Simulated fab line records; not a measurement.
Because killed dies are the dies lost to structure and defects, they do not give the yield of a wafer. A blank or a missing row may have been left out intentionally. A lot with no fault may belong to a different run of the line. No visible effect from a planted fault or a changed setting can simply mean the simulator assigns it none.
8D (eight disciplines) problem report, filled in by code + flow gf180mcu + the parts of the form that need people (team, actions taken, sign-off) are left out

== 1. THE PROBLEM ==
Wafers without a fault read 260.0 nm with a standard deviation of 1, while cd nm at GF_V5_CD_MEAS_14 averages 250.8 nm across 2 wafers of 1 lot. That puts it -9.2 standard deviations away from the usual mean.
The step: target cd 260 nm.
First observed at day 31 21:59: wafer L959.5, on cd sem-02. At this step, 14 wafers from 5 lots have a number in the record. The rule behind "out" and "out of limits": a value lying over 4 standard deviations away from the usual mean. The rest of the wafers with a number are treated as sound.

== 2. WHAT IT IS; WHAT IT IS NOT ==
| question                    | is                     | is not                                                                   |
|-----------------------------|------------------------|--------------------------------------------------------------------------|
| which readings at this step | cd nm                  | -                                                                        |
| which lots                  | L959                   | L946, L952, L966, L967                                                   |
| which wafers of those lots  | all that have a number | -                                                                        |
| read on which gauges        | cd sem-02              | cd sem-01                                                                |
| when                        | from day 31 21:59      | up to then (6 sound wafers); but 6 sound wafers of L966, L967 came after |

== 3. SUSPECTS, AND WHAT RULES EACH OUT ==
Counting: a tool stays on the suspect list if, at a process step up to the reading, it processed all lots that are out and no sound lot following the first of them.
- the gauge at GF_V5_CD_MEAS_14 has been ruled out. All the wafers that are out were read on cd sem-02, but those of them that GF_V5_STRIP_18 has rows for are out there too, on other tools.
- plasma asher-03 at GF_M5_STRIP_11 (strips in O2/N2): kept. It ran the lot that is out, L959 (day 31 03:17), and no sound lot after that; its last sound lot up to then is L946 (day 26 16:34).
- pecvd-02 at GF_V5_CVD_02 (deposits SiO2 from TEOS, target thk 1450 nm, time 163.28 s): kept. It ran the lot that is out, L959 (day 31 03:55), and no sound lot after that; its last sound lot up to then is L952 (day 28 23:55).
- cmp-02 at GF_V5_CMP_04 (polishes SiO2): ruled out as a lasting fault. The sound lots L966, L967 went through it after L959, its earliest lot that is out (day 31 04:25).
- litho track-01 at GF_V5_COAT_09 (resist thk 1000 nm): kept. It ran the lot that is out, L959 (day 31 14:00), and no sound lot after that; its last sound lot up to then is L952 (day 29 09:00).
- litho track-01 at GF_V5_DEVELOP_13 (develop time 60 s): kept. It ran the lot that is out, L959 (day 31 21:52), and no sound lot after that.
Left after counting: plasma asher-03 at GF_M5_STRIP_11, pecvd-02 at GF_V5_CVD_02, litho track-01 at GF_V5_COAT_09, litho track-01 at GF_V5_DEVELOP_13.

== 4. THE CAUSE (what the simulator had put in) ==
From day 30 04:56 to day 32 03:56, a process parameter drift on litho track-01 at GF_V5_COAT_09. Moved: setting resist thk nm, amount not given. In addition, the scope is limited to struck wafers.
Counting left 4 suspects, and this tool is among them.

== 5. THE CHAIN OF EFFECTS, in route order ==
Each row: a reading where the mean over the struck wafers with a number is more than 3 standard deviations away from the usual. Readings are gone through only where the record gives a usual standard deviation; hours: the median, over the lots, of the time from a lot's start at the first step in this table giving one to that lot's start at this step; sigmas: the change measured in usual standard deviations.
| hours | step             | reading        | usual      | on struck wafers | change | sigmas |
|-------|------------------|----------------|------------|------------------|--------|--------|
| 0     | GF_V5_CD_MEAS_14 | cd nm          | 260.0 nm   | 250.8            | -9.2   | -9.2   |
| 0     | GF_V5_STRIP_18   | oes product au | 0.567 a.u. | 0.670            | +0.103 | +20    |
Here are the process steps it includes:
- GF_V5_STRIP_18: strips in O2/N2.
Later measuring or inspecting steps at which every struck wafer that the step has a row for has a number for every such reading, and none has moved that far: GF_V5_OVL_MEAS_15.

== 6. HOW IT WOULD HAVE BEEN CAUGHT EARLIER ==
In this record the first reading out of limits at a measuring or inspecting step was taken at day 31 21:59, 41 hours after the fault began at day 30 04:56.
Of the tool readings at GF_V5_COAT_09 for which the record gives a usual standard deviation, none was out on any struck wafer, so an alarm limit of 4 standard deviations on them would not have fired.
The start of GF_V5_COAT_09 on litho track-01 came by day 31 21:59 for every one of the lots that are out (1). Tool hold at that time: it would have spared none of them.
